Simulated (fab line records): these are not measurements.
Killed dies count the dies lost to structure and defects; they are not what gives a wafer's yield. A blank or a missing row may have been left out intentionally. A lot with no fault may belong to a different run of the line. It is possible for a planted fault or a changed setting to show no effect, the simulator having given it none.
fab line records ; flow gf180mcu
record lots=14; wafers=41; last_day=34
route steps=602 shown HV_LDD@185
lots that met no fault: from a run of the same line without faults
start_h: hours from the record's first day to the start of the lot's first wafer shown ; wait_h: hours since the lot's step before ; " unchanged from the row above ; L1.1+2: a single row standing in for several wafers ; - either no value or no given start ; * or withheld: withheld ; < > ~ a bound
route shown NAME@n: NAME is a module with steps in the file, n the number in the route of the first one ; usual: mean and standard deviation over wafers with no fault ; same: alike in all rows ; chamber/n: place in a boat ; sites: readings site by site ; _std_site: standard deviation across them ; _edge_site: the outer-site mean with the inner-site mean subtracted ; radius_mm: how far each site lies from the wafer's centre ; mask NAME#n: copy n ; behind: the most recent tool/chamber to have shaped the wafer ; hold: why the lot went on hold/how many hours it stayed there/how the hold came to an end ; device: which transistor (n, p or np) failed to switch ; end of line: the same wafers' tests at the end of the route ; a step given without rows: its recipe and nothing more ; killed: dies lost to structure and defects at the first sort, not the wafer's yield ; map: a wafer's dies, marking killed ones x, the rest . and places with no die _
set.NAME: the setting the step ran with; set.NAME@STEP: the setting that earlier step ran with ; model.NAME: the simulator's own value behind a step, which no gauge read
steps of the route over a sample of lots; a table a step, a row a wafer
services: from which hour (start_h, from the record's first day; less than 0 if before it) a tool's chamber was out of use, for how many hours, and why
## steps
# step GF_HV_LDD_IMPLANT_09
# recipe species=As; energy_kev=40; dose_cm2=1e+14; tilt_deg=7
# usual beam_on_s=10.01/0.2; faraday_current_uA=563/11
lot.wafer;tool;chamber;start_h;wait_h;beam_on_s;faraday_current_uA
L637.3;implanter-02;0;218.06;0.1;10.25;549
L637.4;implanter-02;0;218.06;0.1;10.13;557
L637.5;implanter-02;0;218.06;0.1;10.12;559
L638.1;implanter-02;0;222.41;0.0;10.24;548
L638.3;implanter-02;0;222.41;0.0;9.73;579
L638.4;implanter-02;0;222.41;0.0;10.05;560
L639.2;implanter-02;0;226.24;0.0;10.17;555
L639.3;implanter-02;0;226.24;0.0;10.16;557
L639.6;implanter-02;0;226.24;0.0;9.87;572
L640.1;implanter-03;0;237.77;0.0;10.28;548
L640.2;implanter-03;0;237.77;0.0;9.93;565
L640.6;implanter-03;0;237.77;0.0;10.08;558
L643.1;implanter-03;0;259.76;0.0;10.01;565
L643.2;implanter-03;0;259.76;0.0;9.91;568
L643.4;implanter-03;0;259.76;0.0;10.38;542
L644.1;implanter-02;0;268.06;0.0;9.88;570
L644.4;implanter-02;0;268.06;0.0;10.09;557
L645.3;implanter-03;0;278.76;0.1;7.99;708
L645.4;implanter-03;0;278.76;0.1;7.87;717
L645.5;implanter-03;0;278.76;0.1;8.19;689
L646.1;implanter-03;0;283.86;0.0;8.14;690
L646.4;implanter-03;0;283.86;0.0;7.88;717
L646.5;implanter-03;0;283.86;0.0;7.94;711
L655.1;implanter-03;0;349.62;0.0;9.98;564
L655.3;implanter-03;0;349.62;0.0;9.74;581
L655.6;implanter-03;0;349.62;0.0;10.12;557
L656.1;implanter-02;0;358.17;0.0;9.70;578
L656.4;implanter-02;0;358.17;0.0;9.77;577
L656.6;implanter-02;0;358.17;0.0;9.68;582
L657.1;implanter-02;0;364.62;0.0;9.97;564
L657.4;implanter-02;0;364.62;0.0;9.91;567
L657.5;implanter-02;0;364.62;0.0;9.93;569
L658.1;implanter-02;0;375.12;0.0;10.39;541
L658.3;implanter-02;0;375.12;0.0;10.08;558
L658.4;implanter-02;0;375.12;0.0;9.96;566
L659.1;implanter-03;0;390.76;0.0;10.21;551
L659.2;implanter-03;0;390.76;0.0;10.34;545
L659.5;implanter-03;0;390.76;0.0;9.75;579
L660.1;implanter-03;0;393.17;0.0;10.05;559
L660.4;implanter-03;0;393.17;0.0;10.17;554
L660.5;implanter-03;0;393.17;0.0;10.03;560
# step GF_HV_LDD_TW_MEAS_11
# usual HV_LDD_TW=2415/27
lot.wafer;tool;chamber;start_h;wait_h;HV_LDD_TW
L637.3;film_metro-04;-;218.28;0.1;2415
L637.4;film_metro-04;-;218.28;0.1;2416
L637.5;film_metro-04;-;218.28;0.1;2409
L638.1;film_metro-04;-;222.66;0.1;2412
L638.3;film_metro-04;-;222.66;0.1;2399
L638.4;film_metro-04;-;222.66;0.1;2406
L639.2;film_metro-03;-;226.47;0.1;2365
L639.3;film_metro-03;-;226.47;0.1;2379
L639.6;film_metro-03;-;226.47;0.1;2380
L640.1;film_metro-01;-;238.02;0.1;2456
L640.2;film_metro-01;-;238.02;0.1;2458
L640.6;film_metro-01;-;238.02;0.1;2466
L643.1;film_metro-04;-;260.01;0.1;2401
L643.2;film_metro-04;-;260.01;0.1;2404
L643.4;film_metro-04;-;260.01;0.1;2407
L644.1;film_metro-01;-;268.31;0.1;2454
L644.4;film_metro-01;-;268.31;0.1;2447
L645.3;film_metro-01;-;278.98;0.1;2300
L645.4;film_metro-01;-;278.98;0.1;2299
L645.5;film_metro-01;-;278.98;0.1;2297
L646.1;film_metro-04;-;284.11;0.1;2267
L646.4;film_metro-04;-;284.11;0.1;2269
L646.5;film_metro-04;-;284.11;0.1;2275
L655.1;film_metro-04;-;349.87;0.1;2415
L655.3;film_metro-04;-;349.87;0.1;2406
L655.6;film_metro-04;-;349.87;0.1;2405
L656.1;film_metro-04;-;358.42;0.1;2414
L656.4;film_metro-04;-;358.42;0.1;2427
L656.6;film_metro-04;-;358.42;0.1;2422
L657.1;film_metro-03;-;364.87;0.1;2388
L657.4;film_metro-03;-;364.87;0.1;2384
L657.5;film_metro-03;-;364.87;0.1;2376
L658.1;film_metro-01;-;375.37;0.1;2421
L658.3;film_metro-01;-;375.37;0.1;2440
L658.4;film_metro-01;-;375.37;0.1;2430
L659.1;film_metro-04;-;391.01;0.1;2419
L659.2;film_metro-04;-;391.01;0.1;2438
L659.5;film_metro-04;-;391.01;0.1;2411
L660.1;film_metro-01;-;393.42;0.1;2441
L660.4;film_metro-01;-;393.42;0.1;2447
L660.5;film_metro-01;-;393.42;0.1;2458
# step GF_HV_LDD_RS_MEAS_53
# recipe thk_meas_gauge=four-point-probe
# usual HV_LDD_RS=418.1/0.95
lot.wafer;tool;chamber;start_h;wait_h;HV_LDD_RS[ohm/sq]
L637.3;film_metro-01;-;275.44;0.1;418.3
L637.4;film_metro-01;-;275.44;0.1;418.2
L637.5;film_metro-01;-;275.44;0.1;418.6
L638.1;film_metro-04;-;280.90;0.1;417.5
L638.3;film_metro-04;-;280.90;0.1;417.1
L638.4;film_metro-04;-;280.90;0.1;417.1
L639.2;film_metro-01;-;283.87;0.1;419.2
L639.3;film_metro-01;-;283.87;0.1;419.8
L639.6;film_metro-01;-;283.87;0.1;418.9
L640.1;film_metro-03;-;295.90;0.1;418.8
L640.2;film_metro-03;-;295.90;0.1;419.1
L640.6;film_metro-03;-;295.90;0.1;418.9
L643.1;film_metro-01;-;321.60;0.1;417.2
L643.2;film_metro-01;-;321.60;0.1;416.8
L643.4;film_metro-01;-;321.60;0.1;416.4
L644.1;film_metro-01;-;330.09;0.1;417.4
L644.4;film_metro-01;-;330.09;0.1;417.5
L645.3;film_metro-03;-;342.28;0.1;461.4
L645.4;film_metro-03;-;342.28;0.1;460.5
L645.5;film_metro-03;-;342.28;0.1;462.7
L646.1;film_metro-01;-;347.59;0.1;462.1
L646.4;film_metro-01;-;347.59;0.1;460.4
L646.5;film_metro-01;-;347.59;0.1;462.3
L655.1;film_metro-03;-;419.04;0.1;420.9
L655.3;film_metro-03;-;419.04;0.1;419.7
L655.6;film_metro-03;-;419.04;0.1;419.4
L656.1;film_metro-03;-;429.03;0.1;417.7
L656.4;film_metro-03;-;429.03;0.1;417.2
L656.6;film_metro-03;-;429.03;0.1;418.1
L657.1;film_metro-01;-;434.50;0.1;417.7
L657.4;film_metro-01;-;434.50;0.1;418.1
L657.5;film_metro-01;-;434.50;0.1;417.9
L658.1;film_metro-01;-;446.24;0.1;420.7
L658.3;film_metro-01;-;446.24;0.1;418.6
L658.4;film_metro-01;-;446.24;0.1;418.9
L659.1;film_metro-01;-;463.23;0.1;419.2
L659.2;film_metro-01;-;463.23;0.1;419.6
L659.5;film_metro-01;-;463.23;0.1;419.5
L660.1;film_metro-04;-;464.69;0.1;417.8
L660.4;film_metro-04;-;464.69;0.1;416.3
L660.5;film_metro-04;-;464.69;0.1;416.1
## services
tool;chamber;start_h;hours;kind
implanter-02;-;209.05;5.5;repair
implanter-03;-;235.88;1.2;repair
implanter-03;-;271.86;4.7;pm
implanter-03;-;280.85;0.5;repair
implanter-02;-;351.07;0.6;repair
## key
first_sign step=GF_HV_LDD_IMPLANT_09; reading=faraday_current_uA; direction=up; sigmas=13; usual=563; struck=705
effect step=GF_HV_LDD_IMPLANT_09; reading=beam_on_s; direction=down; sigmas=10; usual=10.01; struck=8.00
effect step=GF_HV_LDD_TW_MEAS_11; reading=HV_LDD_TW; direction=down; sigmas=4.7; usual=2415; struck=2284
effect step=GF_HV_LDD_RS_MEAS_53; reading=HV_LDD_RS; direction=up; sigmas=46; usual=418.1; struck=461.6
met_at GF_HV_LDD_IMPLANT_09
struck_lots L645,L646
tester_left_out L645,L646
onset_between 259.76 278.76
fault kind=process_parameter_drift; tool=implanter-03; chamber=-; onset_h=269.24; steps=GF_HV_LDD_IMPLANT_09; channel=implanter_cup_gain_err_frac; offset=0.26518; shape=step; end_h=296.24
# tester_left_out: of these lots the tester's yield and bins aren't shown, on N5 and GAA mostly nor the transistor test; their killed dies are dies lost to structure and defects alone, not to doping, threshold or leakage, so they don't give the yield
